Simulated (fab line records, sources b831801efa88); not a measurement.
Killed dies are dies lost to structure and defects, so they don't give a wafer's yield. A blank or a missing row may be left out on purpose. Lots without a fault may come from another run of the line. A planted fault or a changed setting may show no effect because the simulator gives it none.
fab line records | flow sky130
record lots=15 wafers=45 last_day=50
route steps=708 shown RES_PROTECT@215 POLY_GATE@229 LDD_HVN@273
lots that met no fault: from a run of the same line without faults
start_h: hours from the record's first day to the start of the lot's first wafer shown | wait_h: hours since the lot's step before | " the same as in the row above | L1.1+2: a row that stands for several wafers | - no value, or no start given | * or withheld: withheld | < > ~ a bound
route shown NAME@n: a module of which the file shows steps, and the number in the route of the first | usual: mean/standard deviation of fault-free wafers | same: alike in all rows | chamber/n: place in a boat | sites: the reading at each site | _std_site: their standard deviation | _edge_site: outer sites' mean less inner sites' | radius_mm: how far each site lies from the wafer's centre | mask NAME#n: copy n | behind: the tool/chamber that last shaped the wafer | hold: why the lot was held/for how many hours/how that ended | device: the transistor (n, p or np) that didn't switch | end of line: the same wafers' tests at the end of the route | a step without rows: its recipe alone | killed: dies lost to structure and defects at the first sort, not the wafer's yield | map: a wafer's dies, x killed, . not, _ none there
set.NAME: the setting as run; set.NAME@STEP: as run at that earlier step | model.NAME: the simulator's own value behind a step, which no gauge read
steps of the route over a sample of lots; a table a step, a row a wafer
services: from which hour (start_h, from the record's first day; less than 0 if before it) a tool's chamber was out of use, for how many hours, and why
## steps
# step SKY_RES_PROTECT_TW_MEAS_08
# usual POLY_GATE_TW=4041/55
# columns lot.wafer tool chamber start_h wait_h POLY_GATE_TW
L186.1 film_metro-04 - 345.63 0.1 4004
L186.3 " - " " 4020
L186.4 " - " " 3999
L187.2 film_metro-01 - 347.39 0.1 4016
L187.3 " - " " 4052
L187.6 " - " " 4044
L188.3 film_metro-04 - 362.70 0.1 4002
L188.4 " - " " 3987
L188.6 " - " " 3970
L189.1 film_metro-03 - 372.73 0.1 4121
L189.4 " - " " 4116
L189.5 " - " " 4110
L190.1 film_metro-01 - 384.98 0.1 4008
L190.2 " - " " 4004
L190.4 " - " " 3994
L191.1 film_metro-04 - 389.79 0.1 3967
L191.4 " - " " 3982
L191.5 " - " " 3965
L193.2 film_metro-03 - 421.10 0.1 4109
L193.4 " - " " 4112
L193.6 " - " " 4108
L192.1 film_metro-03 - 422.63 0.1 4108
L192.4 " - " " 4109
L192.5 " - " " 4107
L194.2 film_metro-04 - 424.79 0.1 3966
L194.4 " - " " 3987
L194.5 " - " " 3999
L199.1 film_metro-01 - 459.19 0.1 3983
L199.3 " - " " 4031
L199.6 " - " " 4025
L203.1 film_metro-04 - 491.43 0.1 3964
L203.3 " - " " 3966
L203.5 " - " " 3954
L204.2 film_metro-01 - 503.25 0.1 4040
L204.3 " - " " 4018
L204.5 " - " " 4022
L205.1 film_metro-01 - 514.59 0.1 4003
L205.2 " - " " 4025
L205.6 " - " " 4015
L207.2 film_metro-04 - 522.00 0.1 3981
L207.4 " - " " 3984
L207.5 " - " " 3984
L208.2 film_metro-01 - 535.79 0.1 4027
L208.3 " - " " 4024
L208.4 " - " " 4013
# step SKY_POLY_GATE_ETCH_15
# recipe chemistry=N2/H2 target=BARC ion_energy_ev=200 source_w=500 bias_w=100 pressure_mtorr=30 n2_flow_sccm=100 h2_flow_sccm=200 stop_on=SiO2 time_s=118.5 target_depth_a=1100
# usual drypump_motor_current_A=5.6/0.43 h2_flow_sccm=200.0/0.6 n2_flow_sccm=100.0/0.33 oes_product_au=0.715/0.0051 throttle_valve_pct=13.212/0.0098
# columns lot.wafer tool chamber start_h wait_h drypump_motor_current_A h2_flow_sccm n2_flow_sccm oes_product_au rf_hours_counter_h throttle_valve_pct
L186.1 rie_diel-03 0 374.89 0.0 5.3 200.0 99.9 0.711 91 13.222
L186.3 " 1 " " 5.1 200.0 99.6 0.717 1 13.196
L186.4 " 2 " " 5.9 198.9 99.9 0.712 0 13.211
L187.2 rie_diel-02 2 376.39 0.0 5.5 200.1 99.5 0.708 109 13.214
L187.3 " 1 " " 6.0 200.4 99.9 0.721 12 13.209
L187.6 " 3 " " 5.5 200.0 100.4 0.718 - 13.215
L188.3 rie_diel-02 0 392.49 0.0 5.8 200.2 100.3 0.735 15 13.207
L188.4 " 2 " " 5.5 199.8 100.7 0.713 109 13.206
L188.6 " 2 " " 5.5 199.6 100.3 0.716 - 13.213
L189.1 rie_diel-03 1 403.79 0.0 5.1 198.6 100.1 0.715 1 13.201
L189.4 " 0 " " 5.3 198.7 100.1 0.721 92 13.205
L189.5 " 2 " " 5.9 199.4 100.0 0.714 - 13.205
L190.1 rie_diel-03 3 418.04 0.0 5.1 199.2 99.8 0.712 5 13.196
L190.2 " 0 " " 5.3 200.4 100.5 0.715 92 13.225
L190.4 " 2 " " 5.8 200.3 99.9 0.718 1 13.215
L191.1 rie_diel-03 2 421.89 0.0 5.9 199.2 100.1 0.707 1 13.204
L191.4 " 1 " " 5.1 201.7 100.1 0.713 2 13.208
L191.5 " 1 " " 5.1 200.1 99.6 0.718 - 13.229
L193.2 rie_diel-04 2 456.99 0.0 6.5 200.3 99.9 0.717 4 13.212
L193.4 " 3 " " 5.8 200.4 99.7 0.719 46 13.217
L193.6 " 3 " " 5.8 199.8 99.9 0.716 - 13.244
L192.1 rie_diel-03 3 457.94 0.0 5.1 199.9 100.7 0.716 6 13.205
L192.4 " 0 " " 5.3 200.1 100.0 0.710 93 13.224
L192.5 " 0 " " 5.3 198.9 100.3 0.710 - 13.213
L194.2 rie_diel-02 0 462.24 0.0 5.9 200.1 99.4 0.711 16 13.223
L194.4 " 3 " " 5.5 198.8 99.6 0.718 48 13.220
L194.5 " 0 " " 5.8 199.2 100.0 0.727 - 13.212
L199.1 rie_diel-04 2 492.94 0.0 6.5 200.5 100.5 0.714 5 13.219
L199.3 " 0 " " 6.3 200.6 99.7 0.714 5 13.219
L199.6 " 2 " " 6.5 200.6 100.5 0.717 - 13.205
L203.1 rie_diel-02 0 522.54 0.0 5.8 200.2 99.4 0.711 18 13.209
L203.3 " 1 " " 6.0 200.1 99.9 0.714 15 13.225
L203.5 " 0 " " 5.8 200.2 99.5 0.720 - 13.204
L204.2 rie_diel-03 0 534.69 0.0 5.3 199.3 99.7 0.720 0 13.209
L204.3 " 2 " " 5.9 200.4 100.0 0.707 3 13.205
L204.5 " 2 " " 5.9 200.3 100.0 0.723 - 13.203
L205.1 rie_diel-03 1 545.69 0.0 5.1 199.6 99.8 0.723 4 13.188
L205.2 " 2 " " 5.8 200.0 99.9 0.713 3 13.213
L205.6 " 1 " " 5.1 200.2 100.2 0.715 - 13.210
L207.2 rie_diel-03 1 554.14 0.0 5.1 201.0 100.7 0.714 5 13.209
L207.4 " 1 " " 5.1 200.3 99.8 0.712 - 13.212
L207.5 " 2 " " 5.8 199.8 100.1 0.718 - 13.214
L208.2 rie_diel-03 1 567.59 0.0 5.1 199.7 100.1 0.716 5 13.210
L208.3 " 3 " " 5.1 200.5 100.2 0.721 8 13.218
L208.4 " 0 " " 5.4 199.9 99.7 0.725 1 13.206
# step SKY_POLY_GATE_THK_MEAS_21
# recipe reads=SiO2_of_POLY_GATE_OXIDATION_20
# usual POLY_GATE_OXIDATION_THK=4.02/0.076
# columns lot.wafer tool chamber start_h wait_h POLY_GATE_OXIDATION_THK[nm]
L186.1 film_metro-01 - 377.57 0.0 4.15
L186.3 " - " " 4.03
L186.4 " - " " 4.07
L187.2 film_metro-02 - 378.83 0.0 4.03
L187.3 " - " " 4.11
L187.6 " - " " 4.06
L188.3 film_metro-04 - 395.83 0.0 4.17
L188.4 " - " " 4.17
L188.6 " - " " 4.18
L189.1 film_metro-02 - 405.43 0.0 4.04
L189.4 " - " " 3.96
L189.5 " - " " 4.03
L190.1 film_metro-04 - 422.22 0.0 3.99
L190.2 " - " " 4.07
L190.4 " - " " 4.12
L191.1 film_metro-02 - 424.64 0.0 3.95
L191.4 " - " " 4.07
L191.5 " - " " 4.01
L193.2 film_metro-04 - 459.58 0.0 4.01
L193.4 " - " " 4.03
L193.6 " - " " 4.05
L192.1 film_metro-02 - 460.44 0.0 4.05
L192.4 " - " " 4.06
L192.5 " - " " 4.02
L194.2 film_metro-04 - 464.22 0.0 4.05
L194.4 " - " " 4.04
L194.5 " - " " 4.02
L199.1 film_metro-01 - 494.57 0.0 4.20
L199.3 " - " " 4.14
L199.6 " - " " 4.22
L203.1 film_metro-02 - 524.18 0.0 3.96
L203.3 " - " " 4.01
L203.5 " - " " 4.00
L204.2 film_metro-04 - 536.34 0.0 3.91
L204.3 " - " " 3.93
L204.5 " - " " 3.93
L205.1 film_metro-04 - 547.33 0.0 3.97
L205.2 " - " " 3.89
L205.6 " - " " 3.96
L207.2 film_metro-02 - 555.79 0.0 4.01
L207.4 " - " " 4.05
L207.5 " - " " 4.03
L208.2 film_metro-04 - 569.24 0.0 4.00
L208.3 " - " " 3.91
L208.4 " - " " 3.98
# step SKY_LDD_HVN_DEVELOP_06
# recipe resist=NOVOLAK developer=TMAH develop_time_s=60 dev_temp_c=23
# usual chill_plate_temp_C=22.99/0.097 develop_time_s=60/0
# columns lot.wafer tool chamber start_h wait_h chill_plate_temp_C develop_time_s
L186.1 litho_track-01 0 468.04 0.1 23.02 60
L186.3 " 0 " " 22.85 60
L186.4 " 0 " " 22.88 60
L187.2 litho_track-01 0 469.06 0.1 23.06 60
L187.3 " 0 " " 23.09 60
L187.6 " 0 " " 23.11 60
L188.3 litho_track-04 0 488.88 0.1 22.92 60
L188.4 " 0 " " 22.92 60
L188.6 " 0 " " 23.03 60
L189.1 litho_track-04 0 497.63 0.1 23.04 60
L189.4 " 0 " " 22.97 60
L189.5 " 0 " " 22.96 60
L190.1 litho_track-02 0 514.68 0.1 22.84 60
L190.2 " 0 " " 22.89 60
L190.4 " 0 " " 23.05 60
L191.1 litho_track-04 - 518.63 0.1 - -
L191.4 " - " " - -
L191.5 " - " " - -
L193.2 litho_track-04 - 550.31 0.1 - -
L193.4 " - " " - -
L193.6 " - " " - -
L192.1 litho_track-01 - 557.14 0.1 - -
L192.4 " - " " - -
L192.5 " - " " - -
L194.2 litho_track-01 0 557.46 0.1 22.92 60
L194.4 " 0 " " 23.01 60
L194.5 " 0 " " 23.03 60
L199.1 litho_track-02 0 584.83 0.1 22.86 60
L199.3 " 0 " " 22.99 60
L199.6 " 0 " " 23.02 60
L203.1 litho_track-02 0 613.13 0.1 22.95 60
L203.3 " 0 " " 22.89 60
L203.5 " 0 " " 23.01 60
L204.2 litho_track-04 0 627.11 0.1 23.05 60
L204.3 " 0 " " 22.98 60
L204.5 " 0 " " 23.03 60
L205.1 litho_track-01 0 635.64 0.1 23.19 60
L205.2 " 0 " " 23.02 60
L205.6 " 0 " " 23.02 60
L207.2 litho_track-02 0 643.61 0.1 22.90 60
L207.4 " 0 " " 22.89 60
L207.5 " 0 " " 22.96 60
L208.2 litho_track-04 0 657.01 0.1 22.93 60
L208.3 " 0 " " 22.89 60
L208.4 " 0 " " 22.92 60
## services
# columns tool chamber start_h hours kind
litho_track-04 - 352.38 - consumable_replace:filter
rie_diel-03 2 357.22 - clean
rie_diel-03 2 357.22 15.9 scheduled_down
rie_diel-03 2 357.22 15.9 vent_cycle
rie_diel-02 - 359.00 0.5 repair
rie_diel-02 - 382.19 2.8 pm
rie_diel-04 - 399.06 1.2 repair
rie_diel-02 2 413.22 - clean
rie_diel-02 1 421.00 4.8 repair
rie_diel-03 2 447.70 8.0 repair
litho_track-01 - 451.83 - consumable_replace:filter
rie_diel-02 - 453.51 0.3 repair
rie_diel-02 2 486.83 1.8 repair
rie_diel-03 0 494.31 - clean
rie_diel-03 0 494.31 18.4 scheduled_down
rie_diel-03 0 494.31 18.4 vent_cycle
rie_diel-04 2 510.06 4.3 repair
rie_diel-02 2 530.31 7.4 repair
rie_diel-04 - 547.63 1.2 repair
rie_diel-03 0 549.48 17.1 repair
rie_diel-04 0 558.21 7.0 repair
rie_diel-04 - 565.37 0.1 repair
rie_diel-03 2 595.19 2.4 repair
rie_diel-03 - 622.77 0.5 repair
## key
first_sign step=SKY_LDD_HVN_DEVELOP_06 reading=tool_record direction=missing
effect none on later readings
met_at SKY_LDD_HVN_DEVELOP_06
struck_lots L191,L192,L193
sort_left_out L191.1,L191.4,L191.5,L192.1,L192.4,L192.5,L193.2,L193.4,L193.6
tester_left_out L191,L192,L193
not_acting_at SKY_RES_PROTECT_TW_MEAS_08,SKY_POLY_GATE_ETCH_15,SKY_POLY_GATE_THK_MEAS_21
onset_between 497.63 518.63
fault kind=skipped_step_whole tool=litho_track-01,litho_track-04 chamber=- onset_h=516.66 steps=SKY_LDD_HVN_DEVELOP_06 scope=struck_lots_only
# tester_left_out: of these lots the tester's yield and bins aren't shown, on N5 and GAA mostly nor the transistor test; their killed dies are dies lost to structure and defects alone, not to doping, threshold or leakage, so they don't give the yield
# sort_left_out: the simulated sort isn't trusted on such a fault, so these wafers' sort isn't shown, and their yield isn't known
